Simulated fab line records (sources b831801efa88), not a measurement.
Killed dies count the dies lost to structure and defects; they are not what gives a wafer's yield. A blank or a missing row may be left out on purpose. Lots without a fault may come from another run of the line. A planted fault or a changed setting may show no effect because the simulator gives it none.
8D (eight disciplines) problem report, filled in by code / flow gf180mcu / the parts of the form that need people (team, actions taken, sign-off) are left out

== 1. WHAT WENT WRONG ==
V3_CVD_02_THK at GF_V3_THK_MEAS_03 reads a mean of 667 nm on 3 wafers of 2 lots; wafers without a fault read 849 nm with a standard deviation of 12. That puts it -15 standard deviations away from the usual mean.
First observed at day 22 13:45: wafer L608.3, on film_metro-04. Wafers with a number at this step in the record: 36, from 12 lots. Rule for "out" (also "out of limits"): further than 4 standard deviations from the usual mean. The rest of the wafers with a number are treated as sound.

== 2. WHAT IT IS; WHAT IT IS NOT ==
question=which readings at this step | is=V3_CVD_02_THK | is not=-
question=which lots | is=L608, L609 | is not=L606, L618, L621, L622, L623, L624, L625, L626, L627, L628
question=which wafers of those lots | is=L608.3, L608.5, L609.5 | is not=L608.1, L609.1, L609.4
question=read on which gauges | is=film_metro-02, film_metro-04 | is not=film_metro-03
question=when | is=from day 22 13:45 | is not=up to then (4 sound wafers); but 29 sound wafers of L609, L618, L621, L622, L623, L624, L625, L626, L627, L628 came after

== 3. SUSPECTS, AND WHAT RULES EACH OUT ==
Counting: a tool at a process step up to the reading stays a suspect if it ran every lot that is out. Sound lots after the first of them don't rule it out here, since some wafers of a struck lot are sound.
- the gauge at GF_V3_THK_MEAS_03 is ruled out. Those wafers that are out were read across 2 gauges (film_metro-02, film_metro-04).
- pecvd-01 at GF_V3_CVD_02 (deposits SiO2 from TEOS, target thk 850 nm, time 94.851 s): kept. Ran every lot that is out, first one L608 (day 22 13:41); last sound lot up to then L606 (day 21 14:29). Its own readings are out on those wafers: run_length_s.
- In pecvd-01 at GF_V3_CVD_02, the wafers that are out were processed in chamber 2 and their sound lot-mates in chambers 0, 1.
After counting, what remains is pecvd-01 at GF_V3_CVD_02.

== 4. THE CAUSE (what the simulator had put in) ==
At GF_V3_CVD_02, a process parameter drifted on pecvd-01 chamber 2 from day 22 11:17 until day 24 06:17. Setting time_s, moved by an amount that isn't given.
Only this tool survived the counting.

== 5. THE EFFECT CHAIN, in route order ==
One row per reading whose mean, taken over the struck wafers that have a number, lies over 3 standard deviations from the usual. Only readings whose record carries a usual standard deviation are examined. hours: median over the lots of the time between each lot's start at the first step of this table that gives one and its start at this step. sigmas: the change, counted in usual standard deviations.
hours=0; step=GF_V3_CVD_02; reading=run_length_s; usual=122.6 s; on struck wafers=102.8; change=-19.8; sigmas=-33
hours=0; step=GF_V3_THK_MEAS_03; reading=V3_CVD_02_THK; usual=849 nm; on struck wafers=667; change=-182; sigmas=-15
hours=0; step=GF_V3_CMP_04; reading=time_to_endpoint_s; usual=82 s; on struck wafers=12; change=-70; sigmas=-13
Its process steps:
- GF_V3_CVD_02: deposits SiO2 from TEOS, target thk 850 nm, time 94.851 s.
- GF_V3_CMP_04: polishes SiO2.
Readings that are blank on the struck wafers while sound wafers have them: susceptor_temp_C at GF_V3_CVD_02.

== 6. WHAT WOULD HAVE CAUGHT IT SOONER ==
In this record the first reading out of limits at a measuring or inspecting step was taken at day 22 13:45, 2 hours after the fault began at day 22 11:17.
At GF_V3_CVD_02, the tool's own readings (run_length_s) were out on each struck wafer the step has a row for, so an alarm limit on them would have fired on the first such wafer.
Lots out: 2; of these, L609 started GF_V3_CVD_02 on pecvd-01 after day 22 13:45. Holding the tool at that time would have saved it.
